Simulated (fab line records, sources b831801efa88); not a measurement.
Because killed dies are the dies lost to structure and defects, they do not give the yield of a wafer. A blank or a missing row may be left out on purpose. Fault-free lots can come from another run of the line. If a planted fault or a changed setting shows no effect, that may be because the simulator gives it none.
Chamber matching -- flow sky130 -- SKY_CONTACT_ETCH_17 on rie diel-01: 4 sister chambers
The step etches SiO2 in C4F8/O2/Ar, stops on Si3N4, target depth 340 nm. 4 wafers are shown with their chamber, then 10 later ones without.

## EACH WAFER AND ITS CHAMBER
wafer,chamber,chamber pressure mTorr (mTorr)
L089.2,0,40.00
L089.6,2,40.07
L090.1,1,39.96
L090.2,3,39.99

## WAFERS MISSING THEIR CHAMBER
wafer,chamber pressure mTorr (mTorr)
L090.6,40.03
L093.3,39.96
L093.4,40.07
L093.6,40.04
L095.2,40.01
L095.3,40.03
L095.5,39.96
L096.1,40.00
L096.3,39.90
L096.4,39.95

## WHICH CHAMBER EACH ONE RAN IN
wafer,from the rows above,in truth
L090.6,can't be placed: 0 or 2 or 3 or 1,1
L093.3,can't be placed: 1 or 3 or 0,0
L093.4,2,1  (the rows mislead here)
L093.6,can't be placed: 2 or 0 or 3 or 1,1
L095.2,can't be placed: 0 or 3 or 1 or 2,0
L095.3,can't be placed: 0 or 2 or 3 or 1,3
L095.5,can't be placed: 1 or 3 or 0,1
L096.1,can't be placed: 0 or 3 or 1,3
L096.3,can't be placed: 1 or 3 or 0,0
L096.4,can't be placed: 1 or 3 or 0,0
0 of 10 placed correctly. Unplaceable from these rows: 9, with the true chamber sitting among the candidates in 9. Wrongly placed: 1.
How it was worked out, from the rows above alone: a wafer's distance from a chamber is the root of the sum, over the readings, of the square of ((its reading less the chamber's mean) divided by the reading's scatter). If the next closest chamber is less than 2 further off than the closest, the wafer can't be placed; otherwise it belongs to the closest. The mean given for a chamber averages the wafers shown for that chamber. The scatter (one wafer shown for each chamber): square how far every hidden wafer sits from the nearest shown wafer, average those squares and take the square root.
